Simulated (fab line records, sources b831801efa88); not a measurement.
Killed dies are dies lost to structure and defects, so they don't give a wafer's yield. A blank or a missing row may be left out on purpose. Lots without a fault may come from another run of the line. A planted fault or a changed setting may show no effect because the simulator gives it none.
A struck lot beside a sound one | flow sky130 | 14 steps out of a route of 708
Sound: wafers L875.2, L875.3, L875.4. Struck: wafers L883.3, L883.4, L883.6. The cause comes at the end.
At each step with rows: each side's tool, then ch and its chambers, then its first start. Under that, the readings that differ: sound wafers | struck wafers | difference of the means | sigmas: that difference in standard deviations of wafers without a fault.
alike: readings whose means differ by less than 2 such deviations, and words and numbers that are the same on both sides. not compared: withheld readings, readings that some wafer has no value for, bounds like >300 that may hide the same value, and numbers for which the record gives no deviation and whose values overlap.
The two part at a step that has a row with sigmas, a row that says differs or no value, or rows on one side only. Numbers that don't overlap but have no deviation are shown without sigmas and don't part them. A reading that every wafer of one side lacks parts them only if that side has two wafers or more.

SKY_LI_CONTACT_THK_MEAS_23: measures by xrf.
  sound on film_metro-02, day 29 18:31; struck on film_metro-01, day 32 14:23
  alike: LI_CONTACT_W_THK
SKY_LI_CONTACT_CMP_24: polishes, stops on PSG, t overpolish 20 s, target thk 0 nm.
  sound on cmp-02 ch 0,1,2, day 29 18:34; struck on cmp-01 ch 0,2,3, day 32 14:25
  alike: motor_current_A, overpolish_run_s, slurry_filter_dp_kPa, time_to_endpoint_s
SKY_LOCAL_INTERCONNECT_SPUTTER_00: material TiN, target thk 100 nm, time 83.3 s.
  sound on pvd_sputter-02, day 29 18:52; struck on pvd_sputter-02, day 32 14:43
  alike: throttle_valve_pct
SKY_LOCAL_INTERCONNECT_RS_MEAS_01: measures by four-point-probe.
  sound on film_metro-02, day 29 18:57; struck on film_metro-04, day 32 14:49
  alike: LOCAL_INTERCONNECT_TIN_RS
SKY_LOCAL_INTERCONNECT_THK_MEAS_02: measures by xrf.
  sound on film_metro-02, day 29 19:04; struck on film_metro-04, day 32 14:55
  alike: LOCAL_INTERCONNECT_TIN_THK
then, 7 steps without rows for these wafers: SKY_LOCAL_INTERCONNECT_DEHYDRATE_03 (time 60 s); SKY_LOCAL_INTERCONNECT_HMDS_04 (prime time 60 s); SKY_LOCAL_INTERCONNECT_COAT_05 (resist thk 60 nm); SKY_LOCAL_INTERCONNECT_COAT_06 (resist thk 450 nm); SKY_LOCAL_INTERCONNECT_SOFTBAKE_07 (time 90 s); SKY_LOCAL_INTERCONNECT_EXPOSE_08 (exposes mask LI1M, target cd 170 nm); SKY_LOCAL_INTERCONNECT_PEB_09.
SKY_LOCAL_INTERCONNECT_DEVELOP_10: develop time 60 s.
  sound on litho_track-03 ch 0, day 30 23:00; struck on litho_track-02, day 33 18:00
  no value came back on the struck wafers for chill_plate_temp_C (C), develop_time_s (s), exhaust_pa (Pa); on the sound wafers chill_plate_temp_C (C) reads 22.98 23.13 23.16
  reading                                                   | sound           | struck            | difference | sigmas
  model.KrF-thick_of_LOCAL_INTERCONNECT_COAT_06.thk_nm (nm) | 435.7 434 435.3 | 450.7 450.5 452.1 | +16.1      |
SKY_LOCAL_INTERCONNECT_CD_MEAS_11: target cd 170 nm.
  sound on cd_sem-01, day 30 23:13; struck on cd_sem-01, day 33 18:25
  reading    | sound             | struck | difference                    | sigmas
  cd_nm (nm) | 168.9 169.4 168.8 | - - -  | no value on the struck wafers |

WHERE THEY PART
First at SKY_LOCAL_INTERCONNECT_DEVELOP_10; last, within this record, at SKY_LOCAL_INTERCONNECT_CD_MEAS_11.

WHY: what the simulator had put in
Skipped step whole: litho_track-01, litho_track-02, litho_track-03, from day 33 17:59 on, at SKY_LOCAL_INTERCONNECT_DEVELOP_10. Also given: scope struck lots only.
